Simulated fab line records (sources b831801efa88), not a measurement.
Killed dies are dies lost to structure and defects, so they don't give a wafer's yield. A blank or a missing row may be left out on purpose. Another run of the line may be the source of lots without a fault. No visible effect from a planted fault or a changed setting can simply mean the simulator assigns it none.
Chamber matching :: flow sky130 :: cmp-02 running SKY_VIA4_CMP_21: 4 sister chambers
The step polishes, stops on SiO2, t overpolish 25 s, target thk 0 nm. 4 wafers are shown with their chamber, then 6 later ones without.

WAFERS WITH THEIR CHAMBER
wafer: L256.3
chamber: 3
motor_current_A (A): 13.3

wafer: L257.1
chamber: 2
motor_current_A (A): 9.4

wafer: L259.4
chamber: 0
motor_current_A (A): 11.5

wafer: L259.6
chamber: 1
motor_current_A (A): 12.0

WAFERS WITH NO CHAMBER GIVEN
wafer: L267.1
motor_current_A (A): 9.5

wafer: L267.2
motor_current_A (A): 11.9

wafer: L267.5
motor_current_A (A): 10.8

wafer: L268.1
motor_current_A (A): 11.1

wafer: L268.4
motor_current_A (A): 13.7

wafer: L268.6
motor_current_A (A): 11.3

EACH ONE'S CHAMBER
wafer: L267.1
from the rows above: 2
in truth: 2

wafer: L267.2
from the rows above: can't be placed: 1 or 0
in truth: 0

wafer: L267.5
from the rows above: can't be placed: 0 or 1 or 2
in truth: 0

wafer: L268.1
from the rows above: can't be placed: 0 or 1
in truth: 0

wafer: L268.4
from the rows above: 3
in truth: 3

wafer: L268.6
from the rows above: can't be placed: 0 or 1
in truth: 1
Placed correctly: 2 of 6. Not placeable from these rows: 4 (in 4, the candidates include the true chamber). 0 placed wrongly.
How it was worked out, from the rows above alone: a wafer's distance from a chamber is the root of the sum, over the readings, of the square of ((its reading less the chamber's mean) divided by the reading's scatter). If the next closest chamber is less than 2 further off than the closest, the wafer can't be placed; otherwise it belongs to the closest. The mean given for a chamber averages the wafers shown for that chamber. The scatter: root of mean squared gap, hidden wafer to nearest shown wafer, with one shown wafer a chamber.
